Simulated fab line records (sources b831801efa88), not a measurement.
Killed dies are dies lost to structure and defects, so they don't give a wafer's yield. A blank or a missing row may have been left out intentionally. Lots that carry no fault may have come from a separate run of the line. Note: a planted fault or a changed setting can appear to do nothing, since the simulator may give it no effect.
Tool commonality check -- flow sky130 -- 14 lots and 42 wafers in the sample

== THE REASON FOR OPENING IT ==
4 of 14 lots carry a flag on the reading VT_ADJUST_PCH_OVL at SKY_VT_ADJUST_PCH_OVL_MEAS_07. Fault-free wafers read 0.7 nm, with a standard deviation of 1.4.
Rule: a lot is flagged when every wafer of it that has a number lies more than 4 standard deviations from that mean, or none has a number. As for the other lots, they are considered sound.

lot,measured,on,"VT_ADJUST_PCH_OVL (nm), wafer by wafer",flag
L815,day 11 21:06,overlay-02,2.2 -0.3 0.9,
L818,day 11 21:26,overlay-02,0.9 -0.3 0.8,
L814,day 11 23:48,overlay-02,2.2 0.8 -1.3,
L816,day 12 01:24,overlay-02,4.3 0.5 3.5,
L817,day 12 02:36,overlay-02,1.5 -0.3 1.2,
L821,day 12 20:19,overlay-02,134.6 131.8 133.8,FLAGGED
L822,day 13 05:33,overlay-01,133.7 135.0 134.8,FLAGGED
L823,day 13 17:01,overlay-01,133.7 133.8 134.3,FLAGGED
L824,day 13 19:44,overlay-02,133.2 134.9 133.2,FLAGGED
L825,day 14 07:21,overlay-02,-0.5 -1.0 1.1,
L827,day 14 19:00,overlay-02,0.7 1.5 0.5,
L830,day 15 17:33,overlay-01,-0.7 -1.3 -0.4,
L832,day 16 16:18,overlay-02,-0.1 -2.7 -0.1,
L837,day 18 00:39,overlay-02,-0.8 0.4 -2.6,
The mean of the flagged lots' numbers is 133.9 nm, +133.2 nm from the usual (+95 standard deviations).

== TOOL THAT RAN EACH LOT ==
The record keeps 1 process step preceding the reading, out of 708 steps on the route. Read each cell as the tool, then ch plus the chambers that the sampled wafers visited, then the start.
lot,flag,SKY_VT_ADJUST_PCH_EXPOSE_04
L815,,"iline_stepper-02 ch 0, day 11 08:57"
L818,,"iline_stepper-02 ch 0, day 11 09:26"
L814,,"iline_stepper-01 ch 0, day 11 12:00"
L816,,"iline_stepper-02 ch 0, day 11 13:10"
L817,,"iline_stepper-02 ch 0, day 11 14:15"
L821,FLAGGED,"iline_stepper-02 ch 0, day 12 07:35"
L822,FLAGGED,"iline_stepper-02 ch 0, day 12 16:35"
L823,FLAGGED,"iline_stepper-02 ch 0, day 13 04:05"
L824,FLAGGED,"iline_stepper-02 ch 0, day 13 07:02"
L825,,"iline_stepper-01 ch 0, day 13 17:34"
L827,,"iline_stepper-01 ch 0, day 14 05:37"
L830,,"iline_stepper-01 ch 0, day 15 03:00"
L832,,"iline_stepper-01 ch 0, day 16 02:28"
L837,,"iline_stepper-01 ch 0, day 17 10:32"
What the steps here do:
- SKY_VT_ADJUST_PCH_EXPOSE_04: exposes mask NWM, target cd 840 nm.
- SKY_VT_ADJUST_PCH_OVL_MEAS_07

== FLAGGED OVER TOTAL, TOOL BY TOOL (the gauges that took the reading come last) ==
step,tool,lots run,flagged,share of the flagged lots,sound lots run after its first flagged lot
SKY_VT_ADJUST_PCH_EXPOSE_04,iline_stepper-01,6,0,none,-
SKY_VT_ADJUST_PCH_EXPOSE_04,iline_stepper-02,8,4,all,0
SKY_VT_ADJUST_PCH_OVL_MEAS_07,overlay-01,3,2,some,1 (L830)
SKY_VT_ADJUST_PCH_OVL_MEAS_07,overlay-02,11,2,some,"4 (L825,L827,L832,L837)"

== THE TABLE: WHAT IT ALLOWS ==
All flagged lots share 1 row of the table, namely iline_stepper-02 at SKY_VT_ADJUST_PCH_EXPOSE_04.
- iline_stepper-02 at SKY_VT_ADJUST_PCH_EXPOSE_04 ran 8 lots, 4 of them flagged. A fault beginning between L817 (day 11 14:15), its last sound lot, and L821 (day 12 07:35), its first flagged one, fits the data.
One tool is left: iline_stepper-02 at SKY_VT_ADJUST_PCH_EXPOSE_04.

== WHAT WAS PUT IN BY THE SIMULATOR ==
Scanner matching overlay: iline_stepper-02, from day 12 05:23 on, at SKY_VT_ADJUST_PCH_EXPOSE_04. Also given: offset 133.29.
Struck lots among those shown: L821, L822, L823, L824. The rule above found the same.
